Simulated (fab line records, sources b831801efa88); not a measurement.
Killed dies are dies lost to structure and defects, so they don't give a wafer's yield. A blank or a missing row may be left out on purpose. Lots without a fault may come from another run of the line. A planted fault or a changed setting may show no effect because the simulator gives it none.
A struck lot beside a sound one | flow sky130 | 15 steps out of a route of 708
Sound: wafers L285.1, L285.2, L285.5. Struck: wafers L295.1, L295.2, L295.5. The cause comes at the end.
At each step with rows: each side's tool, then ch and its chambers, then its first start. Under that, the readings that differ: sound wafers | struck wafers | difference of the means | sigmas: that difference in standard deviations of wafers without a fault.
alike: readings whose means differ by less than 2 such deviations, and words and numbers that are the same on both sides. not compared: withheld readings, readings that some wafer has no value for, bounds like >300 that may hide the same value, and numbers for which the record gives no deviation and whose values overlap.
The two part at a step that has a row with sigmas, a row that says differs or no value, or rows on one side only. Numbers that don't overlap but have no deviation are shown without sigmas and don't part them. A reading that every wafer of one side lacks parts them only if that side has two wafers or more.

first, 1 step without rows for these wafers: SKY_VIA2_ETCH_14 (etches BARC in N2/H2, stops on SiO2, time 45.9 s, target depth 60 nm).
SKY_VIA2_ETCH_15: etches SiO2 in C4F8/O2/Ar, stops on TiN, target depth 546 nm, time 84 s.
  sound on rie_diel-02 ch 0,1, day 39 18:17; struck on rie_diel-04 ch 2,3, day 42 10:05
  alike: oes_product_au, rf_fwd_power_W
SKY_VIA2_STRIP_16: strips in O2/N2.
  sound on plasma_asher-03 ch 0,1, day 39 18:21; struck on plasma_asher-03 ch 0,1, day 42 10:10
  alike: drypump_motor_current_A, n2_flow_sccm, oes_product_au, strip_time_to_endpoint_s
  not compared: rf_hours_counter_h
then, 4 steps without rows for these wafers: SKY_VIA2_STRIP_17 (strips in post etch residue remover, time 1200 s); SKY_VIA2_CLEAN_18 (cleans in IPA, time 180 s); SKY_VIA2_CLEAN_19 (cleans in O3/DIW); SKY_VIA2_SPUTTER_20 (material TiN, target thk 20 nm, time 80 s).
SKY_VIA2_CVD_21: deposits W, target thk 420 nm, time 126.4 s.
  sound on cvd_w-01 ch 0,1, day 39 19:01; struck on cvd_w-01 ch 0,1, day 42 10:49
  alike: heater_power_w
SKY_VIA2_RS_MEAS_22: measures by four-point-probe.
  sound on film_metro-02, day 39 19:08; struck on film_metro-03, day 42 11:03
  alike: VIA2_W_RS
SKY_VIA2_THK_MEAS_23: measures by xrf.
  sound on film_metro-02, day 39 19:16; struck on film_metro-03, day 42 11:10
  alike: VIA2_W_THK
then, 1 step without rows for these wafers: SKY_VIA2_CMP_24 (polishes, stops on SiO2, t overpolish 20 s, target thk 0 nm).
SKY_METAL3_SPUTTER_00: material Ti, target thk 15 nm, time 10 s.
  sound on pvd_sputter-04, day 39 19:37; struck on pvd_sputter-03, day 42 11:32
  alike: throttle_valve_pct
SKY_METAL3_SPUTTER_01: material TiN, target thk 20 nm, time 16.7 s.
  sound on pvd_sputter-04, day 39 19:39; struck on pvd_sputter-03, day 42 11:34
  reading                                    | sound             | struck            | difference | sigmas
  model.TiN_of_METAL3_SPUTTER_01.thk_nm (nm) | 20.04 20.42 20.36 | 21.86 21.43 21.72 | +1.40      |
  alike: throttle_valve_pct
SKY_METAL3_SPUTTER_02: material AlCu, target thk 735 nm, time 39.1 s.
  sound on pvd_sputter-04, day 39 19:40; struck on pvd_sputter-03, day 42 11:35
  alike: throttle_valve_pct
-- the record jumps here: 8 days lie between the struck wafers' starts before and after (it left off in module METAL3 and takes up again in module PAD_OPEN, whose first step shown is number 708 of the route) --
SKY_PAD_OPEN_PROBE_99:
  sound on prober-01, day 48 11:28; struck on prober-01, day 50 11:40
  alike: defect_limited_yield, killed_at_M0_to_M3, killed_at_M4_up, killed_at_contacts, killed_at_front_end, killed_at_other, killed_dies, killed_on_rim, killed_open, killed_short, sort_bin_3_pad_short, sort_bin_5_function, sort_bin_6_memory, sort_n_pass, sort_yield_pct

WHERE THEY PART
Nowhere in this record.

WHY: what the simulator had put in
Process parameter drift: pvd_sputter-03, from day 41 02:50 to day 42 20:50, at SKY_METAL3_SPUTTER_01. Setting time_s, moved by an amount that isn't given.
